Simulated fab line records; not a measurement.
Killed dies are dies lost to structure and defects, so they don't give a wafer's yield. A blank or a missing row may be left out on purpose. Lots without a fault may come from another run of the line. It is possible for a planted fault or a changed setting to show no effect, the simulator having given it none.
Which tool is to blame? | flow sfq-line | route of 325 steps, sampled at 1 step: 14 lots, 42 wafers

== WHAT THE GAUGES SHOWED, per wafer ==
The record holds no reading of a measuring or inspecting step that can be judged against a usual standard deviation.

== TOOL THAT RAN EACH LOT (tool first, then ch and the chambers of the sampled wafers, then the start) ==
lot  | SFQ_TRILAYER_I6_VIA_LITHO_EXPOSE_170
L730 | krf-scanner-02 ch 0, day 70 04:17
L731 | krf-scanner-01 ch 0, day 70 16:25
L732 | krf-scanner-01 ch 0, day 71 01:01
L733 | krf-scanner-01 ch 0, day 71 03:49
L734 | krf-scanner-01 ch 0, day 71 07:01
L738 | krf-scanner-01 ch 0, day 72 18:01
L739 | krf-scanner-02, day 73 05:27
L740 | krf-scanner-02, day 73 10:39
L746 | krf-scanner-02 ch 0, day 75 20:37
L747 | krf-scanner-02 ch 0, day 76 06:25
L748 | krf-scanner-01 ch 0, day 77 12:43
L750 | krf-scanner-01 ch 0, day 77 17:07
L751 | krf-scanner-01 ch 0, day 77 19:31
L752 | krf-scanner-01 ch 0, day 78 00:07
- SFQ_TRILAYER_I6_VIA_LITHO_EXPOSE_170: exposes mask I6, target cd 700 nm.

== WHAT THE TOOLS THEMSELVES READ (means of the sampled wafers that have a number; where no wafer has one, the mark that the record gives instead) ==
SFQ_TRILAYER_I6_VIA_LITHO_EXPOSE_170. Usual: exposure-dose-mJ-cm2 21.301, standard deviation 0.02; focus-offset-nm 0.0 nm, standard deviation 0.54; reticle-temp-C 22.98 C, standard deviation 0.11.
lot  | tool           | exposure-dose-mJ-cm2 | focus-offset-nm (nm) | reticle-temp-C (C) | flag
L730 | krf-scanner-02 | 21.300               | -1.1                 | 22.98              |
L731 | krf-scanner-01 | 21.303               | 0.6                  | 23.07              |
L732 | krf-scanner-01 | 21.286               | 0.2                  | 22.99              |
L733 | krf-scanner-01 | 21.301               | 0.6                  | 22.87              |
L734 | krf-scanner-01 | 21.278               | 0.5                  | 22.94              |
L738 | krf-scanner-01 | 21.301               | 0.2                  | 22.93              |
L739 | krf-scanner-02 | -                    | -                    | -                  | OFF
L740 | krf-scanner-02 | -                    | -                    | -                  | OFF
L746 | krf-scanner-02 | 21.308               | 0.3                  | 22.98              |
L747 | krf-scanner-02 | 21.295               | -0.3                 | 23.03              |
L748 | krf-scanner-01 | 21.289               | -0.5                 | 22.94              |
L750 | krf-scanner-01 | 21.339               | 0.1                  | 23.01              |
L751 | krf-scanner-01 | 21.296               | -0.2                 | 22.99              |
L752 | krf-scanner-01 | 21.299               | 0.2                  | 23.03              |

== THE ANSWER, worked out from the rows above alone ==
Rule: a lot is off if the mean of its wafers that have a number lies more than 3 standard deviations from the usual mean. A lot without any number at a reading at which 4 lots or more have one is off too. Any other lot the step has rows for is counted as sound. Order of review: gauges by route order, followed by the tools' own readings, for which a lot's mean as printed above is used. The first step at which some lot is off is used, and at that step the reading that is off furthest; a lot without a number counts as furthest.
Off: L739, L740, at SFQ_TRILAYER_I6_VIA_LITHO_EXPOSE_170 (exposure-dose-mJ-cm2). Without a number there: L739, L740.
If a tool, at that step or one of the process steps before it, ran each lot that is off and ran no sound lot following the first of them, it fits. Not one of the candidates tried fits.

== WHAT HAD BEEN PUT IN BY THE SIMULATOR ==
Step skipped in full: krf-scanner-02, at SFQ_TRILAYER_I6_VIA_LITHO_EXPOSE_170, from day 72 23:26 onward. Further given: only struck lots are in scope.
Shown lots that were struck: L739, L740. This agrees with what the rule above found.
